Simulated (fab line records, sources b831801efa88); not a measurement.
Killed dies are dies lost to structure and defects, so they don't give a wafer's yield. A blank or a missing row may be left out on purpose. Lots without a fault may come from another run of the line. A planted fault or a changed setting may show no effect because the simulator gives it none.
A struck lot beside a sound one | flow sky130 | 29 steps out of a route of 708
Sound: wafers L104.1, L104.2, L104.3. Struck: wafers L996.2, L996.3, L996.5. The cause comes at the end.
At each step with rows: each side's tool, then ch and its chambers, then its first start. Under that, the readings that differ: sound wafers | struck wafers | difference of the means | sigmas: that difference in standard deviations of wafers without a fault.
alike: readings whose means differ by less than 2 such deviations, and words and numbers that are the same on both sides. not compared: withheld readings, readings that some wafer has no value for, bounds like >300 that may hide the same value, and numbers for which the record gives no deviation and whose values overlap.
The two part at a step that has a row with sigmas, a row that says differs or no value, or rows on one side only. Numbers that don't overlap but have no deviation are shown without sigmas and don't part them. A reading that every wafer of one side lacks parts them only if that side has two wafers or more.

first, 2 steps without rows for these wafers: SKY_METAL3_PEB_11; SKY_METAL3_DEVELOP_12 (develop time 60 s).
SKY_METAL3_CD_MEAS_13: target cd 300 nm.
  sound on cd_sem-02, day 44 18:07; struck on cd_sem-02, day 42 15:41
  reading    | sound             | struck            | difference | sigmas
  cd_nm (nm) | 296.5 296.4 295.8 | 300.5 299.3 299.4 | +3.5       | +2
SKY_METAL3_OVL_MEAS_14:
  sound on overlay-01, day 44 18:14; struck on overlay-02, day 42 15:47
  alike: METAL3_OVL
SKY_METAL3_DESCUM_15: chemistry O2, time 8 s.
  sound on rie_metal-02 ch 0,1, day 44 18:16; struck on rie_metal-03 ch 0,1, day 42 15:49
  alike: drypump_motor_current_A, oes_product_au
  not compared: rf_hours_counter_h
then, 1 step without rows for these wafers: SKY_METAL3_ETCH_16 (etches BARC in N2/H2, stops on SiO2, time 88.2 s, target depth 60 nm).
SKY_METAL3_ETCH_17: etches SiO2 in C4F8/O2/Ar, stops on TiN, time 3.9 s, target depth 15 nm.
  sound on rie_diel-04 ch 0,1,2, day 44 18:26; struck on rie_diel-04 ch 1,2, day 42 15:57
  alike: oes_product_au
SKY_METAL3_METAL_ETCH_18: etches the open film in Cl2/BCl3, stops on SiO2, target depth 845 nm, time 183.1 s.
  sound on rie_metal-03 ch 0,1, day 44 18:28; struck on rie_metal-02 ch 1, day 42 15:58
  alike: drypump_motor_current_A, oes_product_au, throttle_valve_pct
  not compared: rf_hours_counter_h
then, 4 steps without rows for these wafers: SKY_METAL3_STRIP_19 (strips in O2/N2); SKY_METAL3_STRIP_20 (strips in post etch residue remover, time 1200 s); SKY_METAL3_CLEAN_21 (cleans in IPA, time 180 s); SKY_METAL3_CLEAN_22 (cleans in O3/DIW).
SKY_VIA3_HDPCVD_00: deposits SiO2, target thk 1635 nm, time 272.5 s.
  sound on hdpcvd-02 ch 0,1,2, day 44 19:14; struck on hdpcvd-01 ch 0,1, day 42 16:45
  no value came back on the struck wafers for pressure_mtorr (mTorr), run_length_s (s); on the sound wafers pressure_mtorr (mTorr) reads 5.995 5.997 6.002
then, 1 step without rows for these wafers: SKY_VIA3_CMP_02 (polishes SiO2).
SKY_VIA3_BOW_MEAS_03:
  sound on film_metro-03, day 44 19:46; struck on film_metro-02, day 42 17:17
  alike: VIA3_BOW
then, 8 steps without rows for these wafers: SKY_VIA3_DEHYDRATE_04 (time 60 s); SKY_VIA3_HMDS_05 (prime time 60 s); SKY_VIA3_COAT_06 (resist thk 60 nm); SKY_VIA3_COAT_07 (resist thk 450 nm); SKY_VIA3_SOFTBAKE_08 (time 90 s); SKY_VIA3_EXPOSE_09 (exposes mask VIM3, target cd 200 nm); SKY_VIA3_PEB_10; SKY_VIA3_DEVELOP_11 (develop time 60 s).
SKY_VIA3_CD_MEAS_12: target cd 200 nm.
  sound on cd_sem-01, day 45 17:43; struck on cd_sem-01, day 43 15:43
  alike: cd_nm
SKY_VIA3_OVL_MEAS_13:
  sound on overlay-01, day 45 17:50; struck on overlay-02, day 43 15:49
  alike: VIA3_OVL
SKY_VIA3_ETCH_14: etches BARC in N2/H2, stops on SiO2, time 45.9 s, target depth 60 nm.
  sound on rie_diel-03 ch 0,1,3, day 45 17:52; struck on rie_diel-01 ch 0,3, day 43 15:51
  alike: drypump_motor_current_A, oes_product_au, throttle_valve_pct
  not compared: rf_hours_counter_h
SKY_VIA3_ETCH_15: etches SiO2 in C4F8/O2/Ar, stops on TiN, target depth 507 nm, time 78 s.
  sound on rie_diel-03 ch 0,1,3, day 45 17:55; struck on rie_diel-01 ch 0,3, day 43 15:53
  reading                  | sound             | struck            | difference | sigmas
  oes_product_au (a.u.)    | 0.951 0.946 0.948 | 0.386 0.374 0.380 | -0.568     | -99 or more
  model.etch.depth_nm (nm) | 465.6 465.8 465.5 | 0 0 0             | -466       |
SKY_VIA3_STRIP_16: strips in O2/N2.
  sound on plasma_asher-04 ch 0,1, day 45 17:58; struck on plasma_asher-04 ch 0,1, day 43 15:57
  alike: drypump_motor_current_A, oes_product_au, strip_time_to_endpoint_s
  not compared: rf_hours_counter_h
-- the record jumps here: 6 days lie between the struck wafers' starts before and after (it left off in module VIA3 and takes up again in module PAD_OPEN, whose first step shown is number 708 of the route) --
SKY_PAD_OPEN_PROBE_99:
  sound on prober-01, day 50 18:02; struck on prober-01, day 49 03:59
  reading                  | sound          | struck         | difference | sigmas
  defect_limited_yield (%) | 81.3 86.8 84.3 | 0 0 0          | -84        | -42
  killed_at_M0_to_M3       | 42 31 36       | 477 485 480    | +444       | +66
  killed_at_contacts       | 32 17 16       | 3 4 7          | -17        | -3
  killed_at_front_end      | 14 14 16       | 7 1 3          | -11        | -2
  killed_dies              | 92 65 77       | 492 492 492    | +414       | +43
  killed_on_rim            | 18 10 16       | 96 96 96       | +81        | +23
  killed_open              | 44 30 38       | 8 6 10         | -29        | -4
  killed_short             | 47 35 39       | 11 4 8         | -33        | -5
  sort_bin_3_pad_short (%) | 1.4 1.4 0.6    | 23.8 22.6 25.0 | +22.7      | +53
  sort_bin_5_function (%)  | 11.0 6.9 9.8   | 73.2 74.8 72.2 | +64.2      | +40
  sort_bin_6_memory (%)    | 6.3 4.9 5.3    | 3.0 2.6 2.8    | -2.7       | -3
  sort_n_pass              | 400 427 415    | 0 0 0          | -414       | -43
  sort_yield_pct (%)       | 81.3 86.8 84.3 | 0 0 0          | -84        | -42
  alike: killed_at_M4_up, killed_at_other

WHERE THEY PART
First at SKY_METAL3_CD_MEAS_13; last, within this record, at SKY_PAD_OPEN_PROBE_99.

WHY: what the simulator had put in
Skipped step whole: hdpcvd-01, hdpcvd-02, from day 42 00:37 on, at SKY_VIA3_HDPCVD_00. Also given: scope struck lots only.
